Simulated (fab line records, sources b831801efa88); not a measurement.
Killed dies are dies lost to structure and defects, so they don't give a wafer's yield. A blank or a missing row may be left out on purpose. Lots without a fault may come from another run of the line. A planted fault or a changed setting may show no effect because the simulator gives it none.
fab line records | flow sky130
record lots=13 wafers=39 last_day=50
route steps=708 shown PWDE@54 NWELL@67 PAD_OPEN@708
lots that met no fault: from a run of the same line without faults
start_h: hours from the record's first day to the start of the lot's first wafer shown | wait_h: hours since the lot's step before | " the same as in the row above | L1.1+2: a row that stands for several wafers | - no value, or no start given | * or withheld: withheld | < > ~ a bound
route shown NAME@n: a module of which the file shows steps, and the number in the route of the first | usual: mean/standard deviation of fault-free wafers | same: alike in all rows | chamber/n: place in a boat | sites: the reading at each site | _std_site: their standard deviation | _edge_site: outer sites' mean less inner sites' | radius_mm: how far each site lies from the wafer's centre | mask NAME#n: copy n | behind: the tool/chamber that last shaped the wafer | hold: why the lot was held/for how many hours/how that ended | device: the transistor (n, p or np) that didn't switch | end of line: the same wafers' tests at the end of the route | a step without rows: its recipe alone | killed: dies lost to structure and defects at the first sort, not the wafer's yield | map: a wafer's dies, x killed, . not, _ none there
set.NAME: the setting as run; set.NAME@STEP: as run at that earlier step | model.NAME: the simulator's own value behind a step, which no gauge read
steps of the route over a sample of lots; a table a step, a row a wafer
services: from which hour (start_h, from the record's first day; less than 0 if before it) a tool's chamber was out of use, for how many hours, and why
## steps
# step SKY_PWDE_STRIP_09
# recipe chemistry=O2/N2 power_w=1400 pressure_mtorr=1500 platen_temp_c=withheld o2_flow_sccm=3000 n2_flow_sccm=300 overash_fraction=0.5
# usual chamber_pressure_mTorr=1500.2/1.3 drypump_motor_current_A=5.7/0.35 oes_product_au=0.722/0.0042 strip_time_to_endpoint_s=36.92/0.11
# columns lot.wafer tool chamber start_h wait_h chamber_pressure_mTorr drypump_motor_current_A oes_product_au rf_hours_counter_h strip_time_to_endpoint_s
L409.4 plasma_asher-02 0 67.29 0.1 1499.3 5.2 0.729 - 36.99
L409.5 " 1 " " 1499.9 6.0 0.724 - 36.79
L409.6 " 0 " " 1500.5 5.2 0.725 - 36.91
L412.3 plasma_asher-02 0 81.98 0.1 1498.8 5.1 0.720 - 36.92
L412.4 " 1 " " 1502.7 6.0 0.721 - 37.05
L412.6 " 0 " " 1502.8 5.1 0.718 - 36.97
L413.2 plasma_asher-02 1 91.00 0.1 1499.1 6.0 0.724 41 37.03
L413.4 " 1 " " 1500.8 6.0 0.722 - 37.11
L413.6 " 0 " " 1496.4 5.1 0.727 - 36.96
L416.4 plasma_asher-02 1 104.48 0.1 1500.3 6.0 0.721 - 36.88
L416.5 " 1 " " 1502.6 6.0 0.714 - 36.98
L416.6 " 0 " " 1500.5 5.2 0.721 - 37.09
L417.3 plasma_asher-02 1 115.17 0.1 1499.2 6.0 0.722 - 36.74
L417.4 " 0 " " 1499.6 5.2 0.723 - 36.81
L417.6 " 0 " " 1501.4 5.2 0.719 - 36.76
L419.3 plasma_asher-01 0 138.57 0.1 1499.6 5.9 0.722 - 36.73
L419.4 " 1 " " 1499.8 5.7 0.721 - 36.88
L419.5 " 1 " " 1501.5 5.7 0.724 - 36.81
L420.1 plasma_asher-04 1 139.55 0.1 1498.7 5.4 0.725 45 37.05
L420.4 " 0 " " 1499.8 6.1 0.722 - 37.09
L420.5 " 0 " " 1500.8 6.1 0.719 - 36.99
L421.1 plasma_asher-02 1 140.14 0.1 1500.1 6.0 0.719 46 36.80
L421.4 " 1 " " 1501.1 6.0 0.719 - 36.74
L421.5 " 1 " " 1499.7 6.0 0.728 - 36.91
L422.4 plasma_asher-01 0 144.90 0.1 1499.3 5.9 0.722 - 36.84
L422.5 " 0 " " 1499.8 5.9 0.733 - 36.80
L422.6 " 1 " " 1500.6 5.7 0.725 - 36.76
L423.2 plasma_asher-01 0 148.85 0.1 - - - - -
L423.3 " 1 " " - - - - -
L423.5 " 1 " " - - - - -
L424.1 plasma_asher-01 0 156.90 0.1 - - - - -
L424.5 " 1 " " - - - - -
L424.6 " 0 " " - - - - -
L426.1 plasma_asher-04 1 166.06 0.1 1499.8 5.4 0.725 47 37.14
L426.4 " 1 " " 1500.9 5.4 0.725 - 36.97
L426.6 " 0 " " 1501.1 6.1 0.721 - 37.03
L432.1 plasma_asher-02 0 197.39 0.1 1501.3 5.1 0.720 51 37.03
L432.4 " 1 " " 1500.8 6.0 0.731 - 36.98
L432.6 " 0 " " 1502.1 5.1 0.720 - 37.00
# step SKY_NWELL_STRIP_14
# recipe chemistry=O2/N2 power_w=1400 pressure_mtorr=1500 platen_temp_c=withheld o2_flow_sccm=3000 n2_flow_sccm=300 overash_fraction=0.5
# usual chamber_pressure_mTorr=1499.9/1.3 drypump_motor_current_A=6.2/0.6 oes_product_au=0.722/0.005 strip_time_to_endpoint_s=36.92/0.097
# columns lot.wafer tool chamber start_h wait_h chamber_pressure_mTorr drypump_motor_current_A oes_product_au rf_hours_counter_h strip_time_to_endpoint_s
L409.4 plasma_asher-03 1 82.64 0.1 1498.6 6.7 0.725 - 36.83
L409.5 " 1 " " 1499.0 6.7 0.723 - 36.85
L409.6 " 0 " " 1499.3 6.7 0.726 - 36.77
L412.3 plasma_asher-04 1 100.69 0.1 1500.1 5.4 0.725 - 36.90
L412.4 " 0 " " 1499.4 6.2 0.729 - 37.04
L412.6 " 1 " " 1499.0 5.4 0.727 - 36.95
L413.2 plasma_asher-03 0 108.59 0.1 1501.3 6.7 0.723 44 36.88
L413.4 " 0 " " 1502.7 6.7 0.724 - 36.83
L413.6 " 0 " " 1500.3 6.7 0.724 - 36.84
L416.4 plasma_asher-03 1 123.24 0.1 1500.3 6.7 0.723 - 37.06
L416.5 " 0 " " 1500.5 6.7 0.732 - 37.04
L416.6 " 1 " " 1500.7 6.7 0.725 - 37.07
L417.3 plasma_asher-04 1 132.84 0.1 1498.9 5.4 0.727 - 36.89
L417.4 " 0 " " 1498.6 6.1 0.723 - 37.01
L417.6 " 1 " " 1501.3 5.4 0.724 - 36.79
L419.3 plasma_asher-04 1 157.69 0.1 1499.9 5.4 0.729 - 36.95
L419.4 " 0 " " 1500.9 6.1 0.723 - 36.79
L419.5 " 0 " " 1500.1 6.1 0.726 - 36.85
L420.1 plasma_asher-03 1 158.59 0.1 1500.5 6.7 0.717 4 36.74
L420.4 " 0 " " 1499.6 6.8 0.716 - 36.79
L420.5 " 0 " " 1499.6 6.7 0.722 - 36.81
L421.1 plasma_asher-03 1 160.06 0.1 1496.5 6.7 0.722 4 36.92
L421.4 " 1 " " 1500.5 6.7 0.715 - 37.01
L421.5 " 0 " " 1500.8 6.7 0.729 - 36.81
L422.4 plasma_asher-02 0 165.52 0.1 1499.7 5.2 0.719 - 36.88
L422.5 " 0 " " 1502.1 5.2 0.726 - 36.89
L422.6 " 1 " " 1501.0 6.0 0.716 - 36.96
L423.2 plasma_asher-04 0 169.27 0.1 1498.1 6.1 0.728 48 81.02
L423.3 " 0 " " 1499.6 6.1 0.730 - 80.95
L423.5 " 0 " " 1499.8 6.1 0.731 - 80.95
L424.1 plasma_asher-03 0 177.66 0.1 1499.5 6.7 0.739 6 81.07
L424.5 " 0 " " 1499.6 6.7 0.740 - 81.03
L424.6 " 1 " " 1499.8 6.8 0.731 - 81.20
L426.1 plasma_asher-03 0 187.56 0.1 1497.5 6.7 0.723 7 36.84
L426.4 " 0 " " 1498.0 6.8 0.723 - 36.90
L426.6 " 0 " " 1501.8 6.7 0.710 - 36.90
L432.1 plasma_asher-03 0 218.19 0.1 1499.4 6.8 0.716 8 36.89
L432.4 " 1 " " 1501.0 6.7 0.723 - 36.78
L432.6 " 1 " " 1497.2 6.7 0.720 - 36.84
# step SKY_NWELL_TW_MEAS_15
# usual NWELL_TW=1815/17
# columns lot.wafer tool chamber start_h wait_h hold NWELL_TW
L409.4 film_metro-02 - 82.74 0.1 - 1799
L409.5 " - " " - 1793
L409.6 " - " " - 1795
L412.3 film_metro-04 - 100.78 0.1 - 1831
L412.4 " - " " - 1837
L412.6 " - " " - 1830
L413.2 film_metro-04 - 108.70 0.1 - 1833
L413.4 " - " " - 1822
L413.6 " - " " - 1831
L416.4 film_metro-03 - 123.34 0.1 - 1811
L416.5 " - " " - 1811
L416.6 " - " " - 1806
L417.3 film_metro-04 - 132.93 0.1 - 1829
L417.4 " - " " - 1839
L417.6 " - " " - 1828
L419.3 film_metro-04 - 157.78 0.1 - 1845
L419.4 " - " " - 1845
L419.5 " - " " - 1849
L420.1 film_metro-03 - 158.69 0.1 - 1830
L420.4 " - " " - 1829
L420.5 " - " " - 1823
L421.1 film_metro-04 - 160.16 0.1 - 1841
L421.4 " - " " - 1838
L421.5 " - " " - 1842
L422.4 film_metro-02 - 165.62 0.1 - 1801
L422.5 " - " " - 1796
L422.6 " - " " - 1795
L423.2 film_metro-04 - 169.38 0.1 await_dispo/0.2h/release 30
L423.3 " - " " await_dispo/0.2h/release 30
L423.5 " - " " await_dispo/0.2h/release 30
L423.2 film_metro-04 - 169.61 0.2 - 30
L423.3 " - " " - 30
L423.5 " - " " - 30
L424.1 film_metro-03 - 177.76 0.1 await_dispo/0.2h/release 30
L424.5 " - " " await_dispo/0.2h/release 30
L424.6 " - " " await_dispo/0.2h/release 30
L424.1 film_metro-03 - 178.03 0.3 - 30
L424.5 " - " " - 30
L424.6 " - " " - 30
L426.1 film_metro-02 - 187.66 0.1 - 1805
L426.4 " - " " - 1810
L426.6 " - " " - 1800
L432.1 film_metro-04 - 218.29 0.1 - 1831
L432.4 " - " " - 1824
L432.6 " - " " - 1828
# step SKY_PAD_OPEN_PROBE_99
# usual defect_limited_yield=82.3/1.8 killed_at_M0_to_M3=44/7.2 killed_at_M4_up=3.1/1.8 killed_at_contacts=24/4.5 killed_at_front_end=16/4.4 killed_at_other=0.2/0.42 killed_dies=87/8.9 killed_open=48/6.4 killed_short=39/6.2 sort_bin_3_pad_short=0.9/0.46 sort_bin_5_function=10.5/1.6 sort_bin_6_memory=6.3/1.1 sort_n_pass=405/8.9 sort_yield_pct=82.3/1.8
# same gross_dies=492 killed_at_back_side=0 sort_bin_4_leakage[%]=0 sort_bin_8_speed[%]=0
# columns lot.wafer tool chamber start_h wait_h defect_limited_yield[%] killed_at_M0_to_M3 killed_at_M4_up killed_at_contacts killed_at_front_end killed_at_other killed_dies killed_open killed_short sort_bin_3_pad_short[%] sort_bin_5_function[%] sort_bin_6_memory[%] sort_n_pass sort_yield_pct[%]
L419.3 prober-01 - 1138.37 0.2 83.1 38 1 27 17 0 83 48 35 0.8 10.4 5.7 409 83.1
L419.4 prober-01 - 1138.42 0.2 81.5 53 4 24 10 0 91 47 44 1.0 9.3 8.1 401 81.5
L419.5 prober-01 - 1138.47 0.2 82.9 32 6 30 16 0 84 47 37 1.0 9.8 6.3 408 82.9
L421.1 prober-01 - 1139.77 0.1 82.9 39 2 27 16 0 84 43 41 0.4 11.0 5.7 408 82.9
L421.4 prober-01 - 1139.92 0.2 86.4 25 4 23 15 0 67 34 33 0.4 7.9 5.3 425 86.4
L421.5 prober-01 - 1139.97 0.2 81.5 42 6 24 19 0 91 42 49 1.0 10.6 6.9 401 81.5
L422.4 prober-02 - 1144.23 0.2 80.7 56 2 23 14 0 95 49 46 1.2 10.6 7.5 397 80.7
L422.5 prober-02 - 1144.28 0.2 79.7 46 5 24 25 0 100 63 37 0.2 10.8 9.3 392 79.7
L422.6 prober-02 - 1144.33 0.2 83.3 42 6 21 13 0 82 49 33 1.0 10.8 4.9 410 83.3
# killed by level:class
L419.3 CONTACT:geometric_particle:open=14 VIA1:geometric_particle:open=9 POLY_GATE:geometric_particle:short=6 VIA2:geometric_particle:open=6 LI_CONTACT:geometric_particle:open=5 METAL2:geometric_particle:short=5 VIA3:geometric_particle:open=5 FIELD_ISO:geometric_particle:open=4
L419.4 VIA3:geometric_particle:open=13 CONTACT:geometric_particle:open=10 VIA1:geometric_particle:open=8 VIA2:geometric_particle:short=8 VIA1:geometric_particle:short=7 METAL2:geometric_particle:short=5 POLY_GATE:geometric_particle:short=4 LOCAL_INTERCONNECT:geometric_particle:short=4
L419.5 VIA1:geometric_particle:open=15 CONTACT:geometric_particle:open=10 LOCAL_INTERCONNECT:geometric_particle:short=6 CONTACT:geometric_particle:short=6 LI_CONTACT:geometric_particle:open=5 POLY_GATE:geometric_particle:open=4 POLY_GATE:geometric_particle:short=4 FIELD_ISO:geometric_particle:short=3
L421.1 VIA1:geometric_particle:open=12 POLY_GATE:geometric_particle:open=7 LI_CONTACT:geometric_particle:short=6 CONTACT:geometric_particle:open=6 METAL2:geometric_particle:short=6 LI_CONTACT:geometric_particle:open=5 CONTACT:geometric_particle:short=5 VIA3:geometric_particle:open=5
L421.4 LI_CONTACT:geometric_particle:open=7 VIA1:geometric_particle:open=7 FIELD_ISO:geometric_particle:short=6 CONTACT:geometric_particle:open=5 LI_CONTACT:geometric_particle:short=5 METAL2:geometric_particle:short=4 METAL4:geometric_particle:short=3 CONTACT:geometric_particle:short=3
L421.5 CONTACT:geometric_particle:open=11 POLY_GATE:geometric_particle:short=7 METAL2:geometric_particle:short=7 VIA1:geometric_particle:open=7 METAL4:geometric_particle:short=6 VIA3:geometric_particle:open=6 VIA1:geometric_particle:short=5 METAL3:geometric_particle:short=5
L422.4 VIA1:geometric_particle:open=12 VIA2:geometric_particle:open=11 CONTACT:geometric_particle:open=11 METAL1:geometric_particle:short=10 METAL2:geometric_particle:short=6 CONTACT:geometric_particle:short=5 VIA3:geometric_particle:open=5 VIA1:geometric_particle:short=4
L422.5 VIA1:geometric_particle:open=16 CONTACT:geometric_particle:open=9 LI_CONTACT:geometric_particle:open=8 VIA2:geometric_particle:open=7 FIELD_ISO:geometric_particle:short=5 FIELD_ISO:geometric_particle:open=5 POLY_GATE:geometric_particle:short=5 POLY_GATE:geometric_particle:open=5
L422.6 VIA2:geometric_particle:open=9 VIA1:geometric_particle:open=9 LI_CONTACT:geometric_particle:open=8 LI_CONTACT:geometric_particle:short=7 FIELD_ISO:geometric_particle:short=5 VIA3:geometric_particle:open=5 METAL1:geometric_particle:short=5 CONTACT:geometric_particle:open=4
## services
# columns tool chamber start_h hours kind
plasma_asher-03 - 108.75 9.0 pm
plasma_asher-03 0 108.75 9.0 vent_cycle
plasma_asher-03 1 108.75 9.0 vent_cycle
plasma_asher-03 0 117.75 - clean
plasma_asher-03 1 117.75 - clean
plasma_asher-03 - 142.71 2.8 pm
plasma_asher-02 - 165.84 2.0 repair
plasma_asher-02 - 170.75 2.8 pm
plasma_asher-01 - 178.96 1.7 repair
plasma_asher-03 - 196.38 14.1 repair
plasma_asher-04 - 196.77 1.2 repair
plasma_asher-03 - 202.63 1.5 repair
## key
first_sign step=SKY_PWDE_STRIP_09 reading=tool_record direction=missing
effect step=SKY_NWELL_STRIP_14 reading=strip_time_to_endpoint_s direction=up sigmas=99+ usual=* struck=*
effect step=SKY_NWELL_TW_MEAS_15 reading=visit direction=added
effect step=SKY_NWELL_TW_MEAS_15 reading=NWELL_TW direction=down sigmas=99+ usual=1815 struck=30
met_at SKY_PWDE_STRIP_09
struck_lots L423,L424
scrapped_behind SKY_NWELL_TW_MEAS_15 L423.2,L423.3,L423.5,L424.1,L424.5,L424.6
onset_between 144.90 148.85
fault kind=skipped_step_whole tool=plasma_asher-01 chamber=- onset_h=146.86 steps=SKY_PWDE_STRIP_09 scope=struck_lots_only
